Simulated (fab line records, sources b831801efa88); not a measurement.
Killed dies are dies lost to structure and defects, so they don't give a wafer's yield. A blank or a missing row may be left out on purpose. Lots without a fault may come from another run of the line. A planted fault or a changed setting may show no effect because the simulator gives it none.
Split-lot experiment | flow gf180mcu | 5 lots, 23 wafers read, on a route of 602 steps

THE SPLIT
At GF_V4_SPUTTER_21 (material Ti, target thk 15 nm, time 80.02 s), the setting time_s was moved away from the recipe's 80.02 s on 7 of the 23 wafers read, by -12.9% to +4.2%. The other wafers ran this setting at the recipe's value.

The reading is taken at the split's own step.

THE READING
Ti_of_V4_SPUTTER_21.thk_nm (the simulator's own value, which no gauge read), in nm, at GF_V4_SPUTTER_21 (material Ti, target thk 15 nm, time 80.02 s). The file gives no usual value for it. The 16 wafers here that ran the recipe average 15.09 nm, standard deviation 0.28 nm.

wafer  | tool, chamber at the split | time_s as run, s | against the recipe | Ti_of_V4_SPUTTER_21.thk_nm, nm | against lot-mates on the recipe
L080.1 | pvd_sputter-01, -          | 76.22            | -4.7%              | 14.17                          | -0.78
L080.2 | pvd_sputter-01, -          | 76.22            | -4.7%              | 14.33                          | -0.62
L080.3 | pvd_sputter-01, -          | 76.22            | -4.7%              | 14.02                          | -0.93
L080.5 | pvd_sputter-01, -          | 80.02            | recipe             | 15.01                          | -
L080.6 | pvd_sputter-01, -          | 80.02            | recipe             | 14.89                          | -
L082.1 | pvd_sputter-02, -          | 80.02            | recipe             | 14.97                          | -
L082.3 | pvd_sputter-02, -          | 69.71            | -12.9%             | 12.84                          | -2.09
L082.4 | pvd_sputter-02, -          | 69.71            | -12.9%             | 12.95                          | -1.98
L082.5 | pvd_sputter-02, -          | 80.02            | recipe             | 14.87                          | -
L082.6 | pvd_sputter-02, -          | 80.02            | recipe             | 14.94                          | -
L083.2 | pvd_sputter-04, -          | 80.02            | recipe             | 15.47                          | -
L083.4 | pvd_sputter-04, -          | 80.02            | recipe             | 15.47                          | -
L083.3 | pvd_sputter-04, -          | 80.02            | recipe             | 15.59                          | -
L083.5 | pvd_sputter-04, -          | 80.02            | recipe             | 15.52                          | -
L083.6 | pvd_sputter-04, -          | 80.02            | recipe             | 15.34                          | -
L084.3 | pvd_sputter-02, -          | 80.02            | recipe             | 15.01                          | -
L084.4 | pvd_sputter-02, -          | 80.02            | recipe             | 14.86                          | -
L084.6 | pvd_sputter-02, -          | 80.02            | recipe             | 14.91                          | -
L085.2 | pvd_sputter-04, -          | 80.02            | recipe             | 14.99                          | -
L085.3 | pvd_sputter-04, -          | 80.02            | recipe             | 14.63                          | -
L085.4 | pvd_sputter-04, -          | 83.39            | +4.2%              | 15.49                          | +0.62
L085.5 | pvd_sputter-04, -          | 80.02            | recipe             | 15                             | -
L085.6 | pvd_sputter-04, -          | 83.39            | +4.2%              | 15.38                          | +0.51

THE FIT
A straight line over all 23 wafers: Ti_of_V4_SPUTTER_21.thk_nm changes by +0.163 nm for each +1% of time_s; r = +0.93; the points scatter about the line by 0.27 nm.
The same after taking each lot's own level away (the mean of its wafers on the recipe; 23 wafers): +0.155 nm for each +1%; r = +0.99; scatter 0.1 nm.
On that fit, the largest move of time_s shifts the reading by 2 nm.
The lots' own levels span 14.873 to 15.478 nm, that is 2.2 times the standard deviation above.
So the lot-to-lot level changes the slope little: the two slopes agree.
Check: with one of the wafers moved furthest among these (-12.9%) left out of the fit, the line predicts -1.98 nm for it against its lot-mates. It came out at -2.09 nm against them.

OTHER SPLITS ON THESE WAFERS
These wafers also went through other splits before the reading. Each is held against what the fit with the lots' levels taken away leaves over:
other split on the same wafers  | wafers away from the commonest value | r with Ti_of_V4_SPUTTER_21.thk_nm (lot level and that fit taken away)
GF_M4_METAL_ETCH_16 icp_w       | 10                                   | +0.05
GF_V4_CMP_04 leave_above_ref_nm | 8                                    | -0.14
GF_V4_DEVELOP_13 dev_temp_c     | 2                                    | -0.17

THE FILE'S OWN FIT
Ti_of_V4_SPUTTER_21.thk_nm changes by +0.156 nm for each +1% of time_s, r = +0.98.
